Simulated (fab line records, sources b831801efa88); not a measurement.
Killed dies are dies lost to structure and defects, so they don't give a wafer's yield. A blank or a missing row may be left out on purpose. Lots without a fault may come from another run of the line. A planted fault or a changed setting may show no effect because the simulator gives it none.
Which tool did it? | flow gf180mcu | 7 lots, 21 wafers sampled, at 1 step of a route of 602

WHAT THE GAUGES READ, wafer by wafer
GF_STI_CD_MEAS_12: target cd 220 nm.
lot  | measured    | on        | cd_nm (nm)
L603 | day 2 22:17 | cd_sem-02 | 220.3 220.7 220.6
L606 | day 3 07:58 | cd_sem-01 | 219.3 219.7 219.7
L610 | day 4 05:43 | cd_sem-01 | 222.6 223.1 222.7
L612 | day 4 18:53 | cd_sem-01 | 219.9 220.3 219.9
L614 | day 5 04:19 | cd_sem-01 | 219.2 219.8 219.4
L616 | day 5 11:20 | cd_sem-01 | 220.7 220.4 221.0
L619 | day 6 03:16 | cd_sem-02 | 222.4 222.0 221.2

WHICH TOOL RAN EACH LOT (tool, then ch and the chambers of the sampled wafers, then the start)
The record holds no process step before these readings.

THE ANSWER, worked out from the rows above alone
Rule: what is usual is taken from the lots themselves. Put in order of their means at a reading, lots are off if they are a third of the lots or fewer, leave a main group of 4 or more, and stand apart from it by a gap of 3 or more times the standard deviation of the main group's means; of several such gaps the widest counts. A main group whose means are all the same, to the digits that the tables above print for the reading, isn't used. A lot without any number at a reading at which 4 lots or more have one is off too. The other lots that the step has rows for count as sound.
No lot is off at any reading shown: from this, nothing can be told.

WHAT THE SIMULATOR HAD PUT IN
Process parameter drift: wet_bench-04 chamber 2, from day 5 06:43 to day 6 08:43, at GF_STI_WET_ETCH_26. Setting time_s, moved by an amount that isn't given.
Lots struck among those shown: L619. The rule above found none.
